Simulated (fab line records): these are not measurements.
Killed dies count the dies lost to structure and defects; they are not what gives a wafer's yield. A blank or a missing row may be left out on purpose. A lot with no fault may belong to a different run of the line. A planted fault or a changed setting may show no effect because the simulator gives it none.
Which tool is to blame? || flow gf180mcu || 14 lots, 42 wafers sampled, at 3 steps of a route of 602

## WHAT EACH GAUGE READ, for each wafer
GF_VT_IMPLANT_RS_MEAS_46: uses a four-point probe to measure. Usual: MVSD_RS 457.2 ohm/sq, standard deviation 1.
{"lot": "L600", "measured": "day 7 14:12", "on": "film_metro-02", "MVSD_RS (ohm/sq)": "455.8 457.1 456.7", "flag": ""}
{"lot": "L601", "measured": "day 7 20:26", "on": "film_metro-02", "MVSD_RS (ohm/sq)": "460.3 459.4 458.5", "flag": ""}
{"lot": "L602", "measured": "day 7 22:38", "on": "film_metro-02", "MVSD_RS (ohm/sq)": "456.9 455.9 455.8", "flag": ""}
{"lot": "L606", "measured": "day 9 03:29", "on": "film_metro-03", "MVSD_RS (ohm/sq)": "457.0 457.1 456.2", "flag": ""}
{"lot": "L607", "measured": "day 9 10:55", "on": "film_metro-04", "MVSD_RS (ohm/sq)": "457.8 457.6 458.3", "flag": ""}
{"lot": "L608", "measured": "day 9 18:09", "on": "film_metro-03", "MVSD_RS (ohm/sq)": "457.0 457.8 458.1", "flag": ""}
{"lot": "L610", "measured": "day 10 10:25", "on": "film_metro-04", "MVSD_RS (ohm/sq)": "458.3 457.5 458.0", "flag": ""}
{"lot": "L611", "measured": "day 10 15:55", "on": "film_metro-04", "MVSD_RS (ohm/sq)": "457.9 457.4 457.9", "flag": ""}
{"lot": "L616", "measured": "day 12 02:41", "on": "film_metro-04", "MVSD_RS (ohm/sq)": "457.1 458.0 458.7", "flag": ""}
{"lot": "L618", "measured": "day 12 13:40", "on": "film_metro-04", "MVSD_RS (ohm/sq)": "456.0 457.6 457.0", "flag": ""}
{"lot": "L619", "measured": "day 12 21:06", "on": "film_metro-04", "MVSD_RS (ohm/sq)": "457.2 457.6 456.8", "flag": ""}
{"lot": "L620", "measured": "day 13 04:58", "on": "film_metro-04", "MVSD_RS (ohm/sq)": "456.7 455.3 454.8", "flag": ""}
{"lot": "L621", "measured": "day 13 10:05", "on": "film_metro-02", "MVSD_RS (ohm/sq)": "459.9 458.0 457.6", "flag": ""}
{"lot": "L623", "measured": "day 14 01:05", "on": "film_metro-02", "MVSD_RS (ohm/sq)": "456.5 456.9 455.8", "flag": ""}

## WHAT TOOL EACH LOT RAN ON (gives the tool, then ch and the chambers of the sampled wafers, and finally the start)
{"lot": "L600", "GF_VT_IMPLANT_IMPLANT_30": "implanter-04 ch 0, day 6 22:09", "GF_VT_IMPLANT_RTA_45": "rtp_anneal-02 ch 0, day 7 14:05"}
{"lot": "L601", "GF_VT_IMPLANT_IMPLANT_30": "implanter-01 ch 0, day 7 03:59", "GF_VT_IMPLANT_RTA_45": "rtp_anneal-01 ch 0, day 7 20:20"}
{"lot": "L602", "GF_VT_IMPLANT_IMPLANT_30": "implanter-04 ch 0, day 7 06:17", "GF_VT_IMPLANT_RTA_45": "rtp_anneal-01 ch 0, day 7 22:32"}
{"lot": "L606", "GF_VT_IMPLANT_IMPLANT_30": "implanter-01 ch 0, day 8 10:23", "GF_VT_IMPLANT_RTA_45": "rtp_anneal-02 ch 0, day 9 03:17"}
{"lot": "L607", "GF_VT_IMPLANT_IMPLANT_30": "implanter-01 ch 0, day 8 17:22", "GF_VT_IMPLANT_RTA_45": "rtp_anneal-02 ch 0, day 9 10:49"}
{"lot": "L608", "GF_VT_IMPLANT_IMPLANT_30": "implanter-01 ch 0, day 8 23:41", "GF_VT_IMPLANT_RTA_45": "rtp_anneal-01 ch 0, day 9 18:03"}
{"lot": "L610", "GF_VT_IMPLANT_IMPLANT_30": "implanter-01 ch 0, day 9 15:47", "GF_VT_IMPLANT_RTA_45": "rtp_anneal-01 ch 0, day 10 10:18"}
{"lot": "L611", "GF_VT_IMPLANT_IMPLANT_30": "implanter-04 ch 0, day 9 21:24", "GF_VT_IMPLANT_RTA_45": "rtp_anneal-01 ch 0, day 10 15:49"}
{"lot": "L616", "GF_VT_IMPLANT_IMPLANT_30": "implanter-03 ch 0, day 11 07:40", "GF_VT_IMPLANT_RTA_45": "rtp_anneal-01 ch 0, day 12 02:35"}
{"lot": "L618", "GF_VT_IMPLANT_IMPLANT_30": "implanter-04 ch 0, day 11 18:03", "GF_VT_IMPLANT_RTA_45": "rtp_anneal-02 ch 0, day 12 13:34"}
{"lot": "L619", "GF_VT_IMPLANT_IMPLANT_30": "implanter-01 ch 0, day 12 01:03", "GF_VT_IMPLANT_RTA_45": "rtp_anneal-02 ch 0, day 12 20:59"}
{"lot": "L620", "GF_VT_IMPLANT_IMPLANT_30": "implanter-03 ch 0, day 12 09:21", "GF_VT_IMPLANT_RTA_45": "rtp_anneal-02 ch 0, day 13 04:52"}
{"lot": "L621", "GF_VT_IMPLANT_IMPLANT_30": "implanter-01 ch 0, day 12 13:49", "GF_VT_IMPLANT_RTA_45": "rtp_anneal-01 ch 0, day 13 09:59"}
{"lot": "L623", "GF_VT_IMPLANT_IMPLANT_30": "implanter-01 ch 0, day 13 04:15", "GF_VT_IMPLANT_RTA_45": "rtp_anneal-01 ch 0, day 14 00:59"}
- GF_VT_IMPLANT_IMPLANT_30
- GF_VT_IMPLANT_RTA_45: time 30 s.

## WHAT THE TOOLS THEMSELVES READ (means of the sampled wafers that have a number; where no wafer has one, the mark that the record gives instead)
GF_VT_IMPLANT_IMPLANT_30. Usual: beam_on_s 10.00 s, standard deviation 0.18; tilt_deg 7.001 degrees, standard deviation 0.022.
{"lot": "L600", "tool": "implanter-04", "beam_on_s (s)": 9.80, "tilt_deg (degrees)": 7.009, "flag": ""}
{"lot": "L601", "tool": "implanter-01", "beam_on_s (s)": 10.23, "tilt_deg (degrees)": 6.996, "flag": ""}
{"lot": "L602", "tool": "implanter-04", "beam_on_s (s)": 10.06, "tilt_deg (degrees)": 7.006, "flag": ""}
{"lot": "L606", "tool": "implanter-01", "beam_on_s (s)": 9.93, "tilt_deg (degrees)": 6.994, "flag": ""}
{"lot": "L607", "tool": "implanter-01", "beam_on_s (s)": 9.86, "tilt_deg (degrees)": 6.976, "flag": ""}
{"lot": "L608", "tool": "implanter-01", "beam_on_s (s)": 10.06, "tilt_deg (degrees)": 6.316, "flag": "OFF"}
{"lot": "L610", "tool": "implanter-01", "beam_on_s (s)": 9.95, "tilt_deg (degrees)": 6.285, "flag": "OFF"}
{"lot": "L611", "tool": "implanter-04", "beam_on_s (s)": 10.08, "tilt_deg (degrees)": 6.997, "flag": ""}
{"lot": "L616", "tool": "implanter-03", "beam_on_s (s)": 9.93, "tilt_deg (degrees)": 7.007, "flag": ""}
{"lot": "L618", "tool": "implanter-04", "beam_on_s (s)": 9.92, "tilt_deg (degrees)": 6.987, "flag": ""}
{"lot": "L619", "tool": "implanter-01", "beam_on_s (s)": 10.07, "tilt_deg (degrees)": 7.005, "flag": ""}
{"lot": "L620", "tool": "implanter-03", "beam_on_s (s)": 9.95, "tilt_deg (degrees)": 6.976, "flag": ""}
{"lot": "L621", "tool": "implanter-01", "beam_on_s (s)": 10.07, "tilt_deg (degrees)": 7.015, "flag": ""}
{"lot": "L623", "tool": "implanter-01", "beam_on_s (s)": 10.09, "tilt_deg (degrees)": 7.005, "flag": ""}

GF_VT_IMPLANT_RTA_45. Usual: chamber_o2_ppm 2.001, standard deviation 0.019; lamp_power_pct 33.5 %, standard deviation 1.2; wafer_temp_C_max 1057.4, standard deviation 1.8.
{"lot": "L600", "tool": "rtp_anneal-02", "chamber_o2_ppm": 2.002, "lamp_power_pct (%)": 32.1, "wafer_temp_C_max": 1060.2, "flag": ""}
{"lot": "L601", "tool": "rtp_anneal-01", "chamber_o2_ppm": 1.980, "lamp_power_pct (%)": 34.5, "wafer_temp_C_max": 1056.7, "flag": ""}
{"lot": "L602", "tool": "rtp_anneal-01", "chamber_o2_ppm": 2.015, "lamp_power_pct (%)": 34.5, "wafer_temp_C_max": 1056.9, "flag": ""}
{"lot": "L606", "tool": "rtp_anneal-02", "chamber_o2_ppm": 2.018, "lamp_power_pct (%)": 32.1, "wafer_temp_C_max": 1058.8, "flag": ""}
{"lot": "L607", "tool": "rtp_anneal-02", "chamber_o2_ppm": 2.011, "lamp_power_pct (%)": 32.1, "wafer_temp_C_max": 1058.0, "flag": ""}
{"lot": "L608", "tool": "rtp_anneal-01", "chamber_o2_ppm": 1.996, "lamp_power_pct (%)": 34.5, "wafer_temp_C_max": 1057.5, "flag": ""}
{"lot": "L610", "tool": "rtp_anneal-01", "chamber_o2_ppm": 1.993, "lamp_power_pct (%)": 34.5, "wafer_temp_C_max": 1055.4, "flag": ""}
{"lot": "L611", "tool": "rtp_anneal-01", "chamber_o2_ppm": 1.993, "lamp_power_pct (%)": 34.4, "wafer_temp_C_max": 1056.0, "flag": ""}
{"lot": "L616", "tool": "rtp_anneal-01", "chamber_o2_ppm": 2.022, "lamp_power_pct (%)": 34.5, "wafer_temp_C_max": 1055.7, "flag": ""}
{"lot": "L618", "tool": "rtp_anneal-02", "chamber_o2_ppm": 2.002, "lamp_power_pct (%)": 32.1, "wafer_temp_C_max": 1059.3, "flag": ""}
{"lot": "L619", "tool": "rtp_anneal-02", "chamber_o2_ppm": 2.032, "lamp_power_pct (%)": 32.1, "wafer_temp_C_max": 1060.5, "flag": ""}
{"lot": "L620", "tool": "rtp_anneal-02", "chamber_o2_ppm": 1.970, "lamp_power_pct (%)": 32.1, "wafer_temp_C_max": 1058.4, "flag": ""}
{"lot": "L621", "tool": "rtp_anneal-01", "chamber_o2_ppm": 2.003, "lamp_power_pct (%)": 34.5, "wafer_temp_C_max": 1057.0, "flag": ""}
{"lot": "L623", "tool": "rtp_anneal-01", "chamber_o2_ppm": 2.002, "lamp_power_pct (%)": 34.4, "wafer_temp_C_max": 1056.7, "flag": ""}

## THE ANSWER, worked out from the rows above alone
Rule: a lot is off if the mean of its wafers that have a number lies more than 3 standard deviations from the usual mean. Also off: a lot with no number at a reading for which 4 or more lots have one. The other lots that the step has rows for count as sound. First the gauges in route order, then the tools' own readings, where a lot's mean is used as printed above. At the first step where some lot is off, the reading lying furthest off is the one used; lots without a number count as furthest.
Off: L608, L610, at GF_VT_IMPLANT_IMPLANT_30 (tilt_deg).
If a tool, at that step or one of the process steps before it, ran each lot that is off and ran no sound lot following the first of them, it fits. No candidate that was tried fits.

## WHAT THE SIMULATOR HAD PUT IN
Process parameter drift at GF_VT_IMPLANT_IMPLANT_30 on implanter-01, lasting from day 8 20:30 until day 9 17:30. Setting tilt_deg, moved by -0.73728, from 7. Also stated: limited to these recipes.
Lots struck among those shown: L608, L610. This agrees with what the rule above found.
